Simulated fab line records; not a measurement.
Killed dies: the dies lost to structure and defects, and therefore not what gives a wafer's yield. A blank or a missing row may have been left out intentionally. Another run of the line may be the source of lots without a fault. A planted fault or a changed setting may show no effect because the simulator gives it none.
One fault through the eyes of 2 desks :: flow sky130 :: numbers are kept per desk, each desk with only its own; the story behind them comes last

== METROLOGY DESK ==
What the gauges read, lot by lot, whatever tool the lot ran on: means of the sampled wafers that have a number. The brackets show how far a lot's mean lies from the usual mean; more than 4 standard deviations puts the lot out of limits, marked OUT.
Columns: A = POLY_CUT_OVL at SKY_POLY_CUT_OVL_MEAS_09, usual 3 nm; B = SD_N_TW at SKY_SD_N_TW_MEAS_12, usual 3968
lot: L918
first seen here: day 24 19:53
A: 1
B: 3973

lot: L919
first seen here: day 24 23:35
A: 9
B: 3959

lot: L920
first seen here: day 25 08:01
A: -1
B: 3959

lot: L921
first seen here: day 25 12:41
A: 8
B: 30 (-99 or more) OUT

lot: L922
first seen here: day 26 18:48
A: 3
B: 3931

lot: L933
first seen here: day 29 21:23
A: -2
B: 3966

lot: L935
first seen here: day 30 14:56
A: 3
B: 4015

lot: L934
first seen here: day 30 16:51
A: -0
B: 3974

lot: L936
first seen here: day 30 20:20
A: 8
B: 3982

lot: L937
first seen here: day 31 22:22
A: 2
B: 3950

lot: L939
first seen here: day 32 00:28
A: 1
B: 3965

lot: L938
first seen here: day 32 01:08
A: 1
B: 3960

lot: L940
first seen here: day 32 07:17
A: 1
B: 3981
Finding of this desk: L921 out of limits, first seen on L921 at day 29 03:38 (SD_N_TW at SKY_SD_N_TW_MEAS_12). Within limits: L918, L919, L920, L922, L933, L935, L934, L936, L937, L939, L938, L940.

== DESK OF THE TOOL OWNER: plasma-asher-03 ==
The tool's own readings at SKY_RES_XHIGH_STRIP_08 (strips in O2/N2): means of the sampled wafers that have a number, for each lot that ran on this tool. The brackets show how far a lot's mean lies from the usual mean; more than 4 standard deviations puts the lot out of limits, marked OUT.
Columns: A = drypump-motor-current-A at SKY_RES_XHIGH_STRIP_08, usual 5.68 A; B = n2-flow-sccm at SKY_RES_XHIGH_STRIP_08, usual 300.1 sccm; C = oes-product-au at SKY_RES_XHIGH_STRIP_08, usual 0.711 a.u.; D = strip-time-to-endpoint-s at SKY_RES_XHIGH_STRIP_08, usual 14.26 s
lot: L920
first seen here: day 27 18:04
A: 5.52
B: 300.0
C: 0.710
D: 14.29

lot: L921
first seen here: day 27 23:16
A: 5.50
B: 300.9
C: 0.937 (+47) OUT
D: -

lot: L935
first seen here: day 32 21:25
A: 5.32
B: 300.1
C: 0.708
D: 14.32

lot: L934
first seen here: day 32 23:51
A: 5.34
B: 300.3
C: 0.714
D: 14.28

lot: L939
first seen here: day 34 07:15
A: 5.33
B: 298.6
C: 0.710
D: 14.20

lot: L940
first seen here: day 34 11:16
A: 5.51
B: 300.6
C: 0.711
D: 14.27
This desk finds L921 out of limits, L921 being first, at day 27 23:16 (oes-product-au at SKY_RES_XHIGH_STRIP_08). Within limits: L920, L935, L934, L939, L940.

== TAKEN TOGETHER ==
An alarm could have come from the tool owner's desk at day 27 23:16, on L921.
L921 would have let the metrology desk raise an alarm at day 29 03:38.
On plasma-asher-03, each named lot ran SKY_RES_XHIGH_STRIP_08.

== WHAT WAS PUT IN BY THE SIMULATOR ==
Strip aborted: plasma-asher-03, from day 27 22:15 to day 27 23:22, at SKY_RES_XHIGH_STRIP_08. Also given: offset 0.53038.
Shown lots that were struck: L921.
Delay (hours) between the fault's onset and each desk's first out-of-limits reading: 1 at the tool owner's desk, 29 at the metrology desk.
